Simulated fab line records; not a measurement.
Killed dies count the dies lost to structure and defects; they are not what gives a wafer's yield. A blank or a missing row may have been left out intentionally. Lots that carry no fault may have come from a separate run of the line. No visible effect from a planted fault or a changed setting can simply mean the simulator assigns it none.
Which tool was responsible? / flow sky130 / 10 lots with 30 wafers sampled at 2 steps, on a route of 708 steps

== WHAT THE GAUGES SHOWED, per wafer ==
SKY_LOCAL_INTERCONNECT_RS_MEAS_01: measures by four-point-probe.
lot=L336; measured=day 30 02:52; on=film-metro-03; LOCAL_INTERCONNECT_TIN_RS (ohm/sq)=14.05 14.08 13.98
lot=L340; measured=day 31 22:24; on=film-metro-02; LOCAL_INTERCONNECT_TIN_RS (ohm/sq)=14.17 13.99 14.14
lot=L341; measured=day 32 05:08; on=film-metro-01; LOCAL_INTERCONNECT_TIN_RS (ohm/sq)=14.16 14.04 14.17
lot=L342; measured=day 32 16:23; on=film-metro-02; LOCAL_INTERCONNECT_TIN_RS (ohm/sq)=13.95 13.97 13.76
lot=L347; measured=day 33 22:27; on=film-metro-02; LOCAL_INTERCONNECT_TIN_RS (ohm/sq)=13.96 14.09 13.91
lot=L350; measured=day 34 16:55; on=film-metro-02; LOCAL_INTERCONNECT_TIN_RS (ohm/sq)=12.29 12.30 12.29
lot=L351; measured=day 34 21:54; on=film-metro-03; LOCAL_INTERCONNECT_TIN_RS (ohm/sq)=14.31 14.19 14.28
lot=L353; measured=day 35 07:12; on=film-metro-01; LOCAL_INTERCONNECT_TIN_RS (ohm/sq)=12.26 12.29 12.27
lot=L355; measured=day 35 19:26; on=film-metro-03; LOCAL_INTERCONNECT_TIN_RS (ohm/sq)=14.31 14.15 14.12
lot=L357; measured=day 37 00:16; on=film-metro-03; LOCAL_INTERCONNECT_TIN_RS (ohm/sq)=14.29 14.25 14.32

== WHAT TOOL EACH LOT RAN ON (gives the tool, then ch and the chambers of the sampled wafers, and finally the start) ==
lot=L336; SKY_LOCAL_INTERCONNECT_SPUTTER_00=pvd-sputter-02, day 30 02:49
lot=L340; SKY_LOCAL_INTERCONNECT_SPUTTER_00=pvd-sputter-02, day 31 22:19
lot=L341; SKY_LOCAL_INTERCONNECT_SPUTTER_00=pvd-sputter-02, day 32 05:04
lot=L342; SKY_LOCAL_INTERCONNECT_SPUTTER_00=pvd-sputter-02, day 32 16:20
lot=L347; SKY_LOCAL_INTERCONNECT_SPUTTER_00=pvd-sputter-02, day 33 22:23
lot=L350; SKY_LOCAL_INTERCONNECT_SPUTTER_00=pvd-sputter-02, day 34 16:51
lot=L351; SKY_LOCAL_INTERCONNECT_SPUTTER_00=pvd-sputter-03, day 34 21:50
lot=L353; SKY_LOCAL_INTERCONNECT_SPUTTER_00=pvd-sputter-02, day 35 07:07
lot=L355; SKY_LOCAL_INTERCONNECT_SPUTTER_00=pvd-sputter-04, day 35 19:22
lot=L357; SKY_LOCAL_INTERCONNECT_SPUTTER_00=pvd-sputter-03, day 37 00:11
- SKY_LOCAL_INTERCONNECT_SPUTTER_00: material TiN, target thk 100 nm, time 83.3 s.

== THE ANSWER, worked out from the rows above alone ==
Rule: what is usual is taken from the lots themselves. The widest of any qualifying gaps counts: lots, ordered by their means at a reading, are off when they make up no more than a third of the lots, leave a main group of 4 or more, and stand apart from it by 3 or more times the standard deviation of that group's means. Not used: any main group whose means are identical at the precision the tables above print for the reading. Also off: a lot with no number at a reading for which 4 or more lots have one. The other lots that the step has rows for count as sound.
Off: at SKY_LOCAL_INTERCONNECT_RS_MEAS_01 (LOCAL_INTERCONNECT_TIN_RS), L350, L353. For the main group the mean is 14.11 ohm/sq and the standard deviation 0.13.
If a tool, at a process step before that reading, ran all the lots that are off and no sound lot after the first of them, it fits. The gauges at SKY_LOCAL_INTERCONNECT_RS_MEAS_01 are tried like those tools. One fits: SKY_LOCAL_INTERCONNECT_SPUTTER_00 on pvd-sputter-02. Its last sound lot is L347 (day 33 22:23), its first lot that is off L350 (day 34 16:51): a fault that began between those two fits.

== WHAT WAS PUT IN BY THE SIMULATOR ==
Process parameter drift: pvd-sputter-02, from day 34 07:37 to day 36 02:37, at SKY_LOCAL_INTERCONNECT_SPUTTER_00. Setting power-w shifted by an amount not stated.
Lots struck among those shown: L350, L353. The same result came from the rule above.
